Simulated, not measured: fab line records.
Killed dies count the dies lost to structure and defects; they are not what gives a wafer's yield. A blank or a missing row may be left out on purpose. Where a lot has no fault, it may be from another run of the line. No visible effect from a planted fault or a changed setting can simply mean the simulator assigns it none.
Struck lot and sound lot, side by side    flow sky130    16 out of 708 route steps
Sound: the wafers L904.1, L904.2, L904.5. The struck wafers were L920.2, L920.3, L920.6. The cause comes at the end.
Per side, at each step with rows, come the tool, then ch with its chambers, and then its first start. Under that, the readings that differ: sound wafers    struck wafers    difference of the means    sigmas: that difference in standard deviations of wafers without a fault.
alike: same words and numbers on both sides, and readings whose means sit less than 2 such deviations apart. not compared: any withheld reading, any reading some wafer has no value for, any bound like >300 that may hide the same value, and any number with overlapping values for which the record gives no deviation.
Wherever a step has rows on one side only, a row that says differs or no value, or a row with sigmas, the two part there. Numbers that have no deviation but don't overlap get no sigmas and don't part them. A reading missing from all wafers of one side parts the sides only when that side holds two or more wafers.

first, 2 steps without rows for these wafers: SKY_CONTACT_PEB_12; SKY_CONTACT_DEVELOP_13 (develop time 60 s).
SKY_CONTACT_CD_MEAS_14: the cd target is 170 nm.
  sound on cd-sem-01, day 32 00:12; struck on cd-sem-01, day 37 09:07
  alike: cd-nm
SKY_CONTACT_OVL_MEAS_15:
  sound on overlay-01, day 32 00:19; struck on overlay-02, day 37 09:14
  alike: CONTACT_OVL
SKY_CONTACT_ETCH_16: etches BARC in N2/H2, stops on SiO2, time 45.9 s, target depth 60 nm.
  sound on rie-diel-02 ch 0,1,3, day 32 00:22; struck on rie-diel-03 ch 0,3, day 37 09:16
  alike: drypump-motor-current-A, oes-product-au, throttle-valve-pct
  not compared: rf-hours-counter-h
SKY_CONTACT_ETCH_17: etches SiO2 in C4F8/O2/Ar, stops on Si3N4, target depth 340 nm.
  sound on rie-diel-02 ch 0,1,3, day 32 00:24; struck on rie-diel-03 ch 0,3, day 37 09:18
  alike: oes-product-au
SKY_CONTACT_ETCH_18: etches Si3N4 in CHF3/O2, stops on TiN, time 39 s, target depth 75 nm.
  sound on rie-diel-02 ch 0,1,3; struck on rie-diel-03 ch 0,3
  alike: drypump-motor-current-A, oes-product-au, throttle-valve-pct
  not compared: rf-hours-counter-h
SKY_CONTACT_STRIP_19: strips in O2/N2.
  sound on plasma-asher-02 ch 0,1, day 32 00:29; struck on plasma-asher-02 ch 0,1, day 37 09:23
reading                       sound              struck             difference  sigmas
strip-time-to-endpoint-s (s)  3.639 3.603 3.638  3.602 3.559 3.573  -0.049      -2
  alike: drypump-motor-current-A, oes-product-au
  not compared: rf-hours-counter-h
then, 4 steps without rows for these wafers: SKY_CONTACT_STRIP_20 (strips in post etch residue remover, time 1200 s); SKY_CONTACT_CLEAN_21 (cleans in IPA, time 180 s); SKY_CONTACT_CLEAN_22 (cleans in O3/DIW); SKY_CONTACT_SPUTTER_23 (material TiN, target thk 20 nm, time 80 s).
SKY_CONTACT_CVD_24: deposits W, target thk 340 nm, time 102.12 s.
  sound on cvd-w-01 ch 0,1, day 32 01:08; struck on cvd-w-02 ch 0, day 37 10:08
reading                                sound              struck             difference  sigmas
chamber-pressure-Torr (Torr)           40.24 39.94 40.07  43.89 43.96 43.99  +3.86       +42
model.W_of_CONTACT_CVD_24.thk-nm (nm)  340.9 343.2 344.8  349.5 355.5 351.5  +9.2        
  alike: heater-power-w
  not compared: since-wet-clean-h
SKY_CONTACT_RS_MEAS_25: uses a four-point probe to measure.
  sound on film-metro-01, day 32 01:15; struck on film-metro-01, day 37 10:20
reading                sound              struck             difference  sigmas
CONTACT_W_RS (ohm/sq)  0.337 0.334 0.333  0.328 0.323 0.326  -0.009      -3
SKY_CONTACT_THK_MEAS_26: measures by xrf.
  sound on film-metro-01, day 32 01:22; struck on film-metro-01, day 37 10:26
  alike: CONTACT_W_THK
SKY_CONTACT_CMP_27: polishes, stops on SiO2, t overpolish 15 s, target thk 0 nm.
  sound on cmp-02 ch 0,1, day 32 01:26; struck on cmp-01 ch 0,1,2, day 37 10:29
reading                 sound           struck          difference  sigmas
time-to-endpoint-s (s)  78.0 77.2 80.7  91.3 86.3 85.8  +9.2        +3
  alike: motor-current-A, overpolish-run-s

WHERE THEY PART
Earliest at SKY_CONTACT_STRIP_19; latest, in this record, at SKY_CONTACT_CMP_27.

WHY: the cause the simulator had injected
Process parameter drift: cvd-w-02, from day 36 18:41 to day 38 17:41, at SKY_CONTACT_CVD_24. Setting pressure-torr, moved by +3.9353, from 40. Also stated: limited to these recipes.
